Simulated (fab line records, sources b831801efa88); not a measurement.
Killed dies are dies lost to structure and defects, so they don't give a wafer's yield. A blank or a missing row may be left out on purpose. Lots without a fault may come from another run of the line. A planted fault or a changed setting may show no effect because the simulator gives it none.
Which tool did it? | flow sky130 | 13 lots, 38 wafers sampled, at 3 steps of a route of 708

WHAT THE GAUGES READ, wafer by wafer
SKY_LI_CONTACT_BOW_MEAS_03. Usual: LI_CONTACT_BOW 55 um, standard deviation 6.
lot  | measured     | on            | LI_CONTACT_BOW (um) | flag
L833 | day 28 01:53 | film_metro-01 | 54 76 54            |
L834 | day 28 05:23 | film_metro-03 | 51 56 51            |
L835 | day 28 15:15 | film_metro-02 | 57 63 60            |
L837 | day 29 06:09 | film_metro-02 | 62 49 48            |
L841 | day 31 04:05 | film_metro-03 | 61 64 56            |
L842 | day 31 04:38 | film_metro-02 | 55 51 52            |
L843 | day 31 06:09 | film_metro-02 | 47 71 42            |
L844 | day 31 21:26 | film_metro-02 | 49 49 37            |
L845 | day 32 01:05 | film_metro-02 | 61 51               |
L847 | day 32 12:05 | film_metro-02 | 72 63 43            |
L854 | day 34 16:41 | film_metro-03 | 53 52 57            |
L855 | day 35 00:39 | film_metro-02 | 60 44 48            |
L856 | day 35 04:43 | film_metro-01 | 47 55 57            |

SKY_LOCAL_INTERCONNECT_THK_MEAS_02: measures by xrf. Usual: LOCAL_INTERCONNECT_TIN_THK 100.8 nm, standard deviation 1.1.
lot  | measured     | on            | LOCAL_INTERCONNECT_TIN_THK (nm) | flag
L833 | day 29 07:16 | film_metro-03 | 99.1 99.1 98.2                  |
L834 | day 29 10:46 | film_metro-03 | 101.1 100.0 101.4               |
L835 | day 29 20:31 | film_metro-04 | 100.7 100.3 100.6               |
L837 | day 30 11:56 | film_metro-03 | 99.6 99.7 99.4                  |
L841 | day 32 08:22 | film_metro-03 | 100.0 99.9 100.5                |
L842 | day 32 09:20 | film_metro-03 | 100.8 101.0 101.1               |
L843 | day 32 10:34 | film_metro-03 | 99.5 98.8 98.5                  |
L844 | day 33 01:34 | film_metro-04 | 100.1 100.0 99.6                |
L845 | day 33 05:46 | film_metro-01 | 103.1 103.0                     |
L847 | day 33 17:24 | film_metro-04 | 100.2 100.8 100.3               |
L854 | day 35 20:27 | film_metro-03 | 99.5 99.8 100.8                 |
L855 | day 36 05:02 | film_metro-04 | 101.2 100.0 100.9               |
L856 | day 36 08:50 | film_metro-03 | 100.5 101.0 101.1               |

SKY_LOCAL_INTERCONNECT_OVL_MEAS_12. Usual: LOCAL_INTERCONNECT_OVL -3 nm, standard deviation 6.2.
lot  | measured     | on         | LOCAL_INTERCONNECT_OVL (nm) | flag
L833 | day 30 12:04 | overlay-01 | 1 4 6                       |
L834 | day 30 14:55 | overlay-02 | 6 3 9                       |
L835 | day 31 00:07 | overlay-01 | -8 -12 -5                   |
L837 | day 31 15:34 | overlay-01 | 3 0 6                       |
L841 | day 33 12:17 | overlay-01 | -3 -13 -5                   |
L842 | day 33 12:32 | overlay-01 | -8 0 -2                     |
L843 | day 33 13:15 | overlay-01 | 5 -7 3                      |
L844 | day 34 03:52 | overlay-01 | 11 1 3                      |
L845 | day 34 08:37 | overlay-01 | -12 -7                      |
L847 | day 34 19:59 | overlay-02 | -4 -7 -2                    |
L854 | day 36 22:40 | overlay-01 | -8 -6 -9                    |
L855 | day 37 07:07 | overlay-02 | -5 -4 -7                    |
L856 | day 37 10:50 | overlay-01 | -2 -3 -5                    |

WHICH TOOL RAN EACH LOT (tool, then ch and the chambers of the sampled wafers, then the start)
The record holds no process step before these readings.

WHAT THE TOOLS THEMSELVES READ (means of the sampled wafers that have a number; where no wafer has one, the mark that the record gives instead)
The record holds no such reading with a usual standard deviation.

THE ANSWER, worked out from the rows above alone
Rule: a lot is off if the mean of its wafers that have a number lies more than 3 standard deviations from the usual mean. A lot without any number at a reading at which 4 lots or more have one is off too. The other lots that the step has rows for count as sound. The gauges are gone through in route order, then the tools' own readings, and for those a lot's mean is taken as printed above. The first step at which some lot is off is used, and at that step the reading that is off furthest; a lot without a number counts as furthest.
No lot is off at any reading shown: from this, nothing can be told.

WHAT THE SIMULATOR HAD PUT IN
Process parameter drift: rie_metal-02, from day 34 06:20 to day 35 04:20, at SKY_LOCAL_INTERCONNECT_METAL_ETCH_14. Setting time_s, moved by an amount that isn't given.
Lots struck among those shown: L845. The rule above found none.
